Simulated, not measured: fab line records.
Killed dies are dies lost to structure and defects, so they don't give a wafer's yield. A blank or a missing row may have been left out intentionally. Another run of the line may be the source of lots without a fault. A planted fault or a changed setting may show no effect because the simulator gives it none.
8D (eight disciplines) problem report, filled in by code    flow sky130    the parts of the form that need people (team, actions taken, sign-off) are left out

1. WHAT IS WRONG
Mean POLY_GATE_CVD_00_THK at SKY_POLY_GATE_THK_MEAS_01: 119.4 nm over 9 wafers in 3 lots; fault-free wafers: 178.6 nm, standard deviation 1.8. Measured from the usual mean, that is -33 standard deviations.
First observed at day 19 16:01: wafer L352.2, on filmMetro-04. Wafers with a number at this step in the record: 33, from 11 lots. Rule for "out", or "out of limits": more than 4 standard deviations from the usual mean. All remaining wafers that have a number are taken as sound.

2. WHAT IT IS; WHAT IT IS NOT
question                     is                          is not
which readings at this step  POLY_GATE_CVD_00_THK        -
which lots                   L352, L353, L354            L337, L339, L342, L344, L349, L351, L359, L360
which wafers of those lots   all that have a number      -
read on which gauges         filmMetro-01, filmMetro-04  filmMetro-02
when                         from day 19 16:01           up to then (18 sound wafers); but 6 sound wafers of L359, L360 came after

3. SUSPECTS, AND WHAT RULES EACH OUT
Counting: a tool stays on the suspect list if, at a process step up to the reading, it processed all lots that are out and no sound lot following the first of them.
- the gauge at SKY_POLY_GATE_THK_MEAS_01 is ruled out. 2 gauges (filmMetro-01, filmMetro-04) read the wafers that are out.
- lpcvd-01 at SKY_POLY_GATE_CVD_00 (deposits poly-Si, target thk 180 nm, time 720 s): ruled out as a lasting fault. Following L352 (day 19 14:49), the first lot on it that is out, the sound lots L360, L359 were run on it.
Left after counting: nothing in the record.

4. THE CAUSE (what the simulator had put in)
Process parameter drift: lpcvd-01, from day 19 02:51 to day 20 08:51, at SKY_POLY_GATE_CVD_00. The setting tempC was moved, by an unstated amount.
The count ruled it out by mistake, since the rule takes a fault to strike every lot its tool runs from the start of the fault on, and this one did not do so.

5. SEQUENCE OF EFFECTS, ordered by route
Each row: a reading whose mean over the struck wafers that have a number lies more than 3 standard deviations from the usual. Only readings for which the record gives a usual standard deviation are gone through. hours: the time from each lot's start at the first step in this table that gives one to its start at this step, as a median over the lots. sigmas: the change in usual standard deviations.
hours  step                       reading               usual       on struck wafers  change  sigmas
0      SKY_POLY_GATE_CVD_00       spikeTcBottomC        642.0 C     627.6             -14.4   -7.2
0      SKY_POLY_GATE_CVD_00       spikeTcCentreC        620.5 C     603.4             -17.1   -18
0      SKY_POLY_GATE_CVD_00       spikeTcLowerC         620.3 C     603.3             -17.0   -15
0      SKY_POLY_GATE_CVD_00       spikeTcTopC           639.4 C     622.3             -17.1   -16
0      SKY_POLY_GATE_CVD_00       spikeTcUpperC         621.0 C     606.5             -14.5   -9.1
0      SKY_POLY_GATE_CVD_00       susceptorTempC        620.03 C    603.75            -16.28  -56
0      SKY_POLY_GATE_CVD_00       zonePowerUpperPct     8.55 %      8.03              -0.52   -3.7
2      SKY_POLY_GATE_THK_MEAS_01  POLY_GATE_CVD_00_THK  178.6 nm    119.4             -59.2   -33
65     SKY_POLY_GATE_ETCH_17      oesProductAu          0.984 a.u.  0.752             -0.232  -32
Its process steps:
- SKY_POLY_GATE_CVD_00: deposits poly-Si, target thk 180 nm, time 720 s.
- SKY_POLY_GATE_ETCH_17: etches poly-Si in HBr/Cl2, stops on SiO2, target depth 180 nm, time 70.5 s.
At these later measuring or inspecting steps, every struck wafer for which the step has a row has a number for every such reading, and none has moved that far: SKY_LDD_N_OVL_MEAS_07.

6. HOW IT WOULD HAVE BEEN CAUGHT EARLIER
The first out-of-limits reading at a measuring or inspecting step in this record came at day 19 16:01, 13 hours after the fault's start at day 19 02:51.
Tool's own readings at SKY_POLY_GATE_CVD_00, spikeTcBottomC, spikeTcCentreC, spikeTcLowerC, spikeTcTopC, spikeTcUpperC, susceptorTempC: out on all struck wafers the step has rows for; an alarm limit on them would have tripped on the first.
